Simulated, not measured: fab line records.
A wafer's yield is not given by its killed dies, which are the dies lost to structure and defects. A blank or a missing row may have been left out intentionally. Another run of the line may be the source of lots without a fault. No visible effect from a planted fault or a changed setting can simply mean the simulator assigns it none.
Which tool is to blame? :: flow sky130 :: Sampling: 11 lots, 33 wafers, 5 of 708 route steps

== WHAT EACH GAUGE READ, for each wafer ==
SKY_GATE_OXIDE_THK_MEAS_02. Usual: GATE_OXIDE_OXIDATION_00_THK gives 10.22 nm (standard deviation 0.2).
lot: L516
measured: day 12 19:44
on: film_metro-02
GATE_OXIDE_OXIDATION_00_THK (nm): 10.66 10.63 10.46
flag: 

lot: L518
measured: day 13 06:51
on: film_metro-03
GATE_OXIDE_OXIDATION_00_THK (nm): 10.17 10.19 10.12
flag: 

lot: L519
measured: day 13 22:25
on: film_metro-03
GATE_OXIDE_OXIDATION_00_THK (nm): 9.05 8.74 8.86
flag: OFF

lot: L521
measured: day 14 11:03
on: film_metro-01
GATE_OXIDE_OXIDATION_00_THK (nm): 9.13 9.05 8.96
flag: OFF

lot: L529
measured: day 17 03:04
on: film_metro-01
GATE_OXIDE_OXIDATION_00_THK (nm): 10.18 10.15 10.09
flag: 

lot: L531
measured: day 17 19:45
on: film_metro-02
GATE_OXIDE_OXIDATION_00_THK (nm): 10.32 10.12 10.40
flag: 

lot: L533
measured: day 18 13:49
on: film_metro-01
GATE_OXIDE_OXIDATION_00_THK (nm): 9.70 9.65 9.67
flag: 

lot: L534
measured: day 18 20:58
on: film_metro-02
GATE_OXIDE_OXIDATION_00_THK (nm): 10.14 10.09 10.11
flag: 

lot: L535
measured: day 19 08:19
on: film_metro-02
GATE_OXIDE_OXIDATION_00_THK (nm): 10.10 10.15 10.07
flag: 

lot: L538
measured: day 20 09:32
on: film_metro-03
GATE_OXIDE_OXIDATION_00_THK (nm): 10.36 10.37 10.16
flag: 

lot: L539
measured: day 20 14:36
on: film_metro-02
GATE_OXIDE_OXIDATION_00_THK (nm): 10.12 10.21 10.03
flag: 

SKY_METAL2_THK_MEAS_06: measures by xrf. Usual: METAL2_ALCU_THK gives 250.4 nm (standard deviation 2.5).
lot: L516
measured: day 34 00:01
on: film_metro-02
METAL2_ALCU_THK (nm): 252.2 250.9 251.7
flag: 

lot: L518
measured: day 34 14:22
on: film_metro-03
METAL2_ALCU_THK (nm): 246.3 247.9 249.8
flag: 

lot: L519
measured: day 35 07:10
on: film_metro-04
METAL2_ALCU_THK (nm): 252.4 253.3 253.5
flag: 

lot: L521
measured: day 35 20:13
on: film_metro-02
METAL2_ALCU_THK (nm): 256.0 255.2 257.2
flag: 

lot: L529
measured: day 38 02:34
on: film_metro-03
METAL2_ALCU_THK (nm): 252.9 251.2 250.1
flag: 

lot: L531
measured: day 38 17:57
on: film_metro-03
METAL2_ALCU_THK (nm): 246.2 254.3 248.5
flag: 

lot: L533
measured: day 39 11:44
on: film_metro-04
METAL2_ALCU_THK (nm): 253.4 250.2 251.9
flag: 

lot: L534
measured: day 39 14:10
on: film_metro-03
METAL2_ALCU_THK (nm): 251.3 254.4 250.8
flag: 

lot: L535
measured: day 40 00:31
on: film_metro-03
METAL2_ALCU_THK (nm): 246.0 247.1 246.8
flag: 

lot: L538
measured: day 40 18:01
on: film_metro-02
METAL2_ALCU_THK (nm): 250.5 252.9 252.1
flag: 

lot: L539
measured: day 40 23:40
on: film_metro-04
METAL2_ALCU_THK (nm): 252.4 245.7 252.5
flag: 

SKY_METAL2_OVL_MEAS_16. Usual: METAL2_OVL gives -2 nm (standard deviation 5.3).
lot: L516
measured: day 35 02:14
on: overlay-02
METAL2_OVL (nm): -3 -9 0
flag: 

lot: L518
measured: day 35 16:25
on: overlay-02
METAL2_OVL (nm): 1 2 0
flag: 

lot: L519
measured: day 36 08:44
on: overlay-01
METAL2_OVL (nm): 2 7 4
flag: 

lot: L521
measured: day 36 21:57
on: overlay-01
METAL2_OVL (nm): -2 -3 0
flag: 

lot: L529
measured: day 39 03:14
on: overlay-01
METAL2_OVL (nm): -9 -7 -10
flag: 

lot: L531
measured: day 39 18:26
on: overlay-02
METAL2_OVL (nm): -1 2 1
flag: 

lot: L533
measured: day 40 12:10
on: overlay-01
METAL2_OVL (nm): 1 2 3
flag: 

lot: L534
measured: day 40 13:57
on: overlay-02
METAL2_OVL (nm): 7 4 5
flag: 

lot: L535
measured: day 41 01:17
on: overlay-02
METAL2_OVL (nm): -6 -1 -5
flag: 

lot: L538
measured: day 41 18:14
on: overlay-01
METAL2_OVL (nm): 4 5 3
flag: 

lot: L539
measured: day 41 23:36
on: overlay-02
METAL2_OVL (nm): -6 -4 -6
flag: 

== EACH LOT AND THE TOOL THAT RAN IT (in order: tool; ch and the chambers of the sampled wafers; start) ==
lot: L516
SKY_GATE_OXIDE_OXIDATION_01: furnace-01 ch 0, day 12 18:19
SKY_LDD_P_STRIP_10: plasma_asher-03 ch 0,1, day 18 20:05

lot: L518
SKY_GATE_OXIDE_OXIDATION_01: furnace-01 ch 0, day 13 05:25
SKY_LDD_P_STRIP_10: plasma_asher-02 ch 0,1, day 19 13:19

lot: L519
SKY_GATE_OXIDE_OXIDATION_01: furnace-01 ch 0, day 13 20:59
SKY_LDD_P_STRIP_10: plasma_asher-02 ch 0, day 20 09:26

lot: L521
SKY_GATE_OXIDE_OXIDATION_01: furnace-01 ch 0, day 14 09:38
SKY_LDD_P_STRIP_10: plasma_asher-01 ch 0,1, day 20 22:44

lot: L529
SKY_GATE_OXIDE_OXIDATION_01: furnace-01 ch 0, day 17 01:38
SKY_LDD_P_STRIP_10: plasma_asher-03 ch 1, day 23 21:14

lot: L531
SKY_GATE_OXIDE_OXIDATION_01: furnace-02 ch 0, day 17 18:20
SKY_LDD_P_STRIP_10: plasma_asher-02 ch 0,1, day 24 15:41

lot: L533
SKY_GATE_OXIDE_OXIDATION_01: furnace-01 ch 0, day 18 12:23
SKY_LDD_P_STRIP_10: plasma_asher-01 ch 0,1, day 25 08:31

lot: L534
SKY_GATE_OXIDE_OXIDATION_01: furnace-01 ch 0, day 18 19:32
SKY_LDD_P_STRIP_10: plasma_asher-02 ch 1, day 25 15:26

lot: L535
SKY_GATE_OXIDE_OXIDATION_01: furnace-01 ch 0, day 19 06:54
SKY_LDD_P_STRIP_10: plasma_asher-01 ch 0,1, day 26 02:05

lot: L538
SKY_GATE_OXIDE_OXIDATION_01: furnace-01 ch 0, day 20 08:07
SKY_LDD_P_STRIP_10: plasma_asher-01 ch 0,1, day 27 01:59

lot: L539
SKY_GATE_OXIDE_OXIDATION_01: furnace-02 ch 0, day 20 13:11
SKY_LDD_P_STRIP_10: plasma_asher-03 ch 0,1, day 27 05:59
- SKY_GATE_OXIDE_OXIDATION_01: stabilise 600 s, purge 300 s, target thk 10.268 nm.
- SKY_LDD_P_STRIP_10: strips in O2/N2.

== AS READ BY THE TOOLS THEMSELVES (means over the sampled wafers that have a number; for cases with no such wafer, the mark the record gives instead) ==
SKY_GATE_OXIDE_OXIDATION_01. Usual: spike_tc_bottom_C 922.5 C, standard deviation 2.8; spike_tc_centre_C 901.4 C, standard deviation 1.2; spike_tc_lower_C 901.3 C, standard deviation 1; spike_tc_top_C 911.3 C, standard deviation 1.2; spike_tc_upper_C 900.9 C, standard deviation 1.1; tube_center_temp_C 900 C, standard deviation 0.09; tube_center_temp_C_max 902.3, standard deviation 0.42; zone_power_lower_pct 21.5 %, standard deviation 1.1.
lot: L516
tool: furnace-01
spike_tc_bottom_C (C): 920.7
spike_tc_centre_C (C): 901.5
spike_tc_lower_C (C): 900.4
spike_tc_top_C (C): 911.0
spike_tc_upper_C (C): 902.1
tube_center_temp_C (C): 900
tube_center_temp_C_max: 902.6
zone_power_lower_pct (%): 22.4
flag: 

lot: L518
tool: furnace-01
spike_tc_bottom_C (C): 920.7
spike_tc_centre_C (C): 901.5
spike_tc_lower_C (C): 901.5
spike_tc_top_C (C): 909.8
spike_tc_upper_C (C): 901.4
tube_center_temp_C (C): 900
tube_center_temp_C_max: 902.2
zone_power_lower_pct (%): 22.5
flag: 

lot: L519
tool: furnace-01
spike_tc_bottom_C (C): 908.5
spike_tc_centre_C (C): 890.2
spike_tc_lower_C (C): 889.3
spike_tc_top_C (C): 900.3
spike_tc_upper_C (C): 890.0
tube_center_temp_C (C): 889
tube_center_temp_C_max: 891.6
zone_power_lower_pct (%): 21.7
flag: OFF

lot: L521
tool: furnace-01
spike_tc_bottom_C (C): 908.5
spike_tc_centre_C (C): 891.5
spike_tc_lower_C (C): 888.9
spike_tc_top_C (C): 900.1
spike_tc_upper_C (C): 889.5
tube_center_temp_C (C): 889
tube_center_temp_C_max: 891.1
zone_power_lower_pct (%): 21.6
flag: OFF

lot: L529
tool: furnace-01
spike_tc_bottom_C (C): 920.9
spike_tc_centre_C (C): 901.8
spike_tc_lower_C (C): 900.7
spike_tc_top_C (C): 911.7
spike_tc_upper_C (C): 901.7
tube_center_temp_C (C): 900
tube_center_temp_C_max: 902.1
zone_power_lower_pct (%): 22.3
flag: 

lot: L531
tool: furnace-02
spike_tc_bottom_C (C): 925.8
spike_tc_centre_C (C): 900.5
spike_tc_lower_C (C): 901.2
spike_tc_top_C (C): 912.3
spike_tc_upper_C (C): 900.4
tube_center_temp_C (C): 900
tube_center_temp_C_max: 902.4
zone_power_lower_pct (%): 20.1
flag: 

lot: L533
tool: furnace-01
spike_tc_bottom_C (C): 920.5
spike_tc_centre_C (C): 902.7
spike_tc_lower_C (C): 901.5
spike_tc_top_C (C): 911.5
spike_tc_upper_C (C): 901.4
tube_center_temp_C (C): 900
tube_center_temp_C_max: 902.3
zone_power_lower_pct (%): 22.3
flag: 

lot: L534
tool: furnace-01
spike_tc_bottom_C (C): 921.1
spike_tc_centre_C (C): 902.0
spike_tc_lower_C (C): 901.9
spike_tc_top_C (C): 909.8
spike_tc_upper_C (C): 901.5
tube_center_temp_C (C): 900
tube_center_temp_C_max: 902.2
zone_power_lower_pct (%): 22.5
flag: 

lot: L535
tool: furnace-01
spike_tc_bottom_C (C): 920.1
spike_tc_centre_C (C): 901.9
spike_tc_lower_C (C): 901.9
spike_tc_top_C (C): 909.9
spike_tc_upper_C (C): 900.8
tube_center_temp_C (C): 900
tube_center_temp_C_max: 902.6
zone_power_lower_pct (%): 22.3
flag: 

lot: L538
tool: furnace-01
spike_tc_bottom_C (C): 920.7
spike_tc_centre_C (C): 901.7
spike_tc_lower_C (C): 901.8
spike_tc_top_C (C): 910.3
spike_tc_upper_C (C): 901.3
tube_center_temp_C (C): 900
tube_center_temp_C_max: 902.3
zone_power_lower_pct (%): 22.4
flag: 

lot: L539
tool: furnace-02
spike_tc_bottom_C (C): 925.5
spike_tc_centre_C (C): 900.4
spike_tc_lower_C (C): 902.1
spike_tc_top_C (C): 911.5
spike_tc_upper_C (C): 899.3
tube_center_temp_C (C): 900
tube_center_temp_C_max: 902.4
zone_power_lower_pct (%): 20.1
flag: 

SKY_LDD_P_STRIP_10. Usual: chamber_pressure_mTorr 1500.0 mTorr, standard deviation 1.3; drypump_motor_current_A 5.8 A, standard deviation 0.47; n2_flow_sccm 300.0 sccm, standard deviation 0.9; o2_flow_sccm 3003 sccm, standard deviation 8.9; oes_product_au 0.716 a.u., standard deviation 0.0045; strip_time_to_endpoint_s 14.18 s, standard deviation 0.053.
lot: L516
tool: plasma_asher-03
chamber_pressure_mTorr (mTorr): 1500.0
drypump_motor_current_A (A): 6.0
n2_flow_sccm (sccm): 300.4
o2_flow_sccm (sccm): 3001
oes_product_au (a.u.): 0.712
strip_time_to_endpoint_s (s): 14.23
flag: 

lot: L518
tool: plasma_asher-02
chamber_pressure_mTorr (mTorr): 1500.5
drypump_motor_current_A (A): 6.0
n2_flow_sccm (sccm): 299.7
o2_flow_sccm (sccm): 3007
oes_product_au (a.u.): 0.713
strip_time_to_endpoint_s (s): 14.23
flag: 

lot: L519
tool: plasma_asher-02
chamber_pressure_mTorr (mTorr): 1501.0
drypump_motor_current_A (A): 6.4
n2_flow_sccm (sccm): 299.3
o2_flow_sccm (sccm): 3000
oes_product_au (a.u.): 0.713
strip_time_to_endpoint_s (s): 14.21
flag: 

lot: L521
tool: plasma_asher-01
chamber_pressure_mTorr (mTorr): 1498.9
drypump_motor_current_A (A): 5.4
n2_flow_sccm (sccm): 300.7
o2_flow_sccm (sccm): 3008
oes_product_au (a.u.): 0.714
strip_time_to_endpoint_s (s): 14.18
flag: 

lot: L529
tool: plasma_asher-03
chamber_pressure_mTorr (mTorr): 1500.3
drypump_motor_current_A (A): 5.4
n2_flow_sccm (sccm): 300.0
o2_flow_sccm (sccm): 3006
oes_product_au (a.u.): 0.710
strip_time_to_endpoint_s (s): 14.21
flag: 

lot: L531
tool: plasma_asher-02
chamber_pressure_mTorr (mTorr): 1501.4
drypump_motor_current_A (A): 6.0
n2_flow_sccm (sccm): 300.7
o2_flow_sccm (sccm): 3002
oes_product_au (a.u.): 0.716
strip_time_to_endpoint_s (s): 14.10
flag: 

lot: L533
tool: plasma_asher-01
chamber_pressure_mTorr (mTorr): 1499.2
drypump_motor_current_A (A): 5.4
n2_flow_sccm (sccm): 300.5
o2_flow_sccm (sccm): 2995
oes_product_au (a.u.): 0.717
strip_time_to_endpoint_s (s): 14.10
flag: 

lot: L534
tool: plasma_asher-02
chamber_pressure_mTorr (mTorr): 1500.0
drypump_motor_current_A (A): 5.7
n2_flow_sccm (sccm): 299.3
o2_flow_sccm (sccm): 3008
oes_product_au (a.u.): 0.720
strip_time_to_endpoint_s (s): 14.11
flag: 

lot: L535
tool: plasma_asher-01
chamber_pressure_mTorr (mTorr): 1499.1
drypump_motor_current_A (A): 5.3
n2_flow_sccm (sccm): 299.7
o2_flow_sccm (sccm): 3010
oes_product_au (a.u.): 0.715
strip_time_to_endpoint_s (s): 14.14
flag: 

lot: L538
tool: plasma_asher-01
chamber_pressure_mTorr (mTorr): 1498.7
drypump_motor_current_A (A): 5.2
n2_flow_sccm (sccm): 300.5
o2_flow_sccm (sccm): 3008
oes_product_au (a.u.): 0.719
strip_time_to_endpoint_s (s): 14.18
flag: 

lot: L539
tool: plasma_asher-03
chamber_pressure_mTorr (mTorr): 1500.7
drypump_motor_current_A (A): 6.0
n2_flow_sccm (sccm): 300.4
o2_flow_sccm (sccm): 3001
oes_product_au (a.u.): 0.714
strip_time_to_endpoint_s (s): 14.23
flag: 

== THE ANSWER, worked out from the rows above alone ==
Rule: a lot is off if the mean of its wafers that have a number lies more than 3 standard deviations from the usual mean. Also off: a lot with no number at a reading for which 4 or more lots have one. The other lots that the step has rows for count as sound. First the gauges in route order, then the tools' own readings, where a lot's mean is used as printed above. The first step at which some lot is off is used, and at that step the reading that is off furthest; a lot without a number counts as furthest.
Off: at SKY_GATE_OXIDE_THK_MEAS_02 (GATE_OXIDE_OXIDATION_00_THK), L519, L521.
If a tool, at a process step before that reading, ran all the lots that are off and no sound lot after the first of them, it fits. Not tried: the gauges at SKY_GATE_OXIDE_THK_MEAS_02; whatever is off there is also off at SKY_GATE_OXIDE_OXIDATION_01, on other tools, and gauge error can't account for it. Of those tried, none fits.

== WHAT THE SIMULATOR HAD INSERTED ==
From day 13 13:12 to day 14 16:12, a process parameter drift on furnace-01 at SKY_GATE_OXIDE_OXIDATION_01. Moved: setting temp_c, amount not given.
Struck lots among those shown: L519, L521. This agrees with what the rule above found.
